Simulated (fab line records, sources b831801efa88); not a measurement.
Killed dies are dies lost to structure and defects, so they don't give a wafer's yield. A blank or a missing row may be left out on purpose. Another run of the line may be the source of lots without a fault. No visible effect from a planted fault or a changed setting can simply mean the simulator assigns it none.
A struck lot beside a sound one -- flow sky130 -- 24 steps out of a route of 708
Sound: these wafers, L997.4, L997.5, L997.6. Struck: wafers L990.1, L990.3, L990.5. Last of all comes the cause.
At each step with rows: each side's tool, then ch and its chambers, then its first start. Under that, the readings that differ: sound wafers -- struck wafers -- difference of the means -- sigmas: that difference in standard deviations of wafers without a fault.
alike: same words and numbers on both sides, and readings whose means sit less than 2 such deviations apart. not compared: any withheld reading, any reading some wafer has no value for, any bound like >300 that may hide the same value, and any number with overlapping values for which the record gives no deviation.
The two part at a step that has a row with sigmas, a row that says differs or no value, or rows on one side only. Numbers that have no deviation but don't overlap get no sigmas and don't part them. A reading missing from all wafers of one side parts the sides only when that side holds two or more wafers.

SKY_VIA1_THK_MEAS_23: measures by xrf.
  sound on film_metro-04 at day 38 22:04; struck on film_metro-02 at day 35 19:57
reading,sound,struck,difference,sigmas
VIA1_W_THK (nm),262 265 266,276 276 274,+11,+3
SKY_VIA1_CMP_24: polishes, stops on SiO2, t overpolish 15 s, target thk 0 nm.
  sound on cmp-01 ch 1,2,3, day 38 22:14; struck on cmp-02 ch 0,1,3, day 35 20:07
  alike: motor_current_A, overpolish_run_s, time_to_endpoint_s
then, 1 step without rows for these wafers: SKY_METAL2_SPUTTER_00 (material Ti, target thk 15 nm, time 10 s).
SKY_METAL2_SPUTTER_01: material TiN, target thk 20 nm, time 16.7 s.
  sound on pvd_sputter-01 at day 38 22:25; struck on pvd_sputter-04 at day 35 20:20
  alike: throttle_valve_pct
then, 2 steps without rows for these wafers: SKY_METAL2_SPUTTER_02 (material AlCu, target thk 250 nm, time 13.3 s); SKY_METAL2_SPUTTER_03 (material Ti, target thk 5 nm, time 3.3 s).
SKY_METAL2_SPUTTER_04: material TiN, target thk 70 nm, time 58.3 s.
  sound on pvd_sputter-01 at day 38 22:29; struck on pvd_sputter-04 at day 35 20:24
  alike: throttle_valve_pct
SKY_METAL2_RS_MEAS_05: measures by four-point-probe.
  sound on film_metro-04 at day 38 22:35; struck on film_metro-04 at day 35 20:27
  alike: METAL2_ALCU_RS
SKY_METAL2_THK_MEAS_06: measures by xrf.
  sound on film_metro-04 at day 38 22:41; struck on film_metro-04 at day 35 20:34
  alike: METAL2_ALCU_THK
then, 3 steps without rows for these wafers: SKY_METAL2_DEHYDRATE_07 (time 60 s); SKY_METAL2_HMDS_08 (prime time 60 s); SKY_METAL2_COAT_09 (resist thk 60 nm).
SKY_METAL2_COAT_10: resist thk 450 nm.
  sound on litho_track-04 ch 0, day 39 10:00; struck on litho_track-03 ch 0, day 36 09:00
reading,sound,struck,difference,sigmas
spin_speed_rpm (rpm),2999.5 3000.8 3001.8,2862.8 2865.2 2864.9,-136.4,-76
model.KrF-thick_of_METAL2_COAT_10.thk_nm (nm),451.7 451.6 450.5,460.6 461.1 463.3,+10.4,
  alike: chill_plate_temp_C
then, 4 steps without rows for these wafers: SKY_METAL2_SOFTBAKE_11 (time 90 s); SKY_METAL2_EXPOSE_12 (exposes mask MM2, target cd 140 nm); SKY_METAL2_PEB_13; SKY_METAL2_DEVELOP_14 (develop time 60 s).
SKY_METAL2_CD_MEAS_15: target cd 140 nm.
  sound on cd_sem-01 at day 39 23:54; struck on cd_sem-02 at day 36 22:29
  alike: cd_nm
SKY_METAL2_OVL_MEAS_16:
  sound on overlay-01 at day 39 23:59; struck on overlay-02 at day 36 22:37
  alike: METAL2_OVL
SKY_METAL2_DESCUM_17: chemistry O2, time 8 s.
  sound on rie_metal-01 ch 0,1, day 40 00:01; struck on rie_metal-03 ch 0,1, day 36 22:39
  alike: chamber_pressure_mTorr, drypump_motor_current_A, oes_product_au
  not compared: rf_hours_counter_h
SKY_METAL2_ETCH_18: etches BARC in N2/H2, stops on SiO2, time 45.9 s, target depth 60 nm.
  sound on rie_metal-01 ch 0,1, day 40 00:03; struck on rie_metal-03 ch 0,1, day 36 22:41
  alike: chamber_pressure_mTorr, drypump_motor_current_A, oes_product_au, throttle_valve_pct
  not compared: rf_hours_counter_h
SKY_METAL2_METAL_ETCH_19: etches the open film in Cl2/BCl3, stops on SiO2, target depth 360 nm, time 78 s.
  sound on rie_metal-01 ch 0,1, day 40 00:07; struck on rie_metal-03 ch 0,1, day 36 22:44
  alike: chamber_pressure_mTorr, drypump_motor_current_A, oes_product_au, throttle_valve_pct
  not compared: rf_hours_counter_h, model.KrF-thick_of_METAL2_COAT_10.thk_nm
then, 1 step without rows for these wafers: SKY_METAL2_STRIP_20 (strips in O2/N2).
-- the record jumps here: 10 days lie between the struck wafers' starts before and after (it left off in module METAL2 and takes up again in module PAD_OPEN, whose first step shown is number 708 of the route) --
SKY_PAD_OPEN_PROBE_99:
  sound on prober-02 at day 49 11:19; struck on prober-01 at day 47 03:01
reading,sound,struck,difference,sigmas
killed_at_front_end,23 20 14,15 10 8,-8,-2
  alike: defect_limited_yield, killed_at_M0_to_M3, killed_at_M4_up, killed_at_contacts, killed_at_other, killed_dies, killed_open, killed_short, sort_bin_3_pad_short, sort_bin_5_function, sort_bin_6_memory, sort_n_pass, sort_yield_pct

WHERE THEY PART
Earliest at SKY_VIA1_THK_MEAS_23; latest, in this record, at SKY_PAD_OPEN_PROBE_99.

WHY: what the simulator had put in
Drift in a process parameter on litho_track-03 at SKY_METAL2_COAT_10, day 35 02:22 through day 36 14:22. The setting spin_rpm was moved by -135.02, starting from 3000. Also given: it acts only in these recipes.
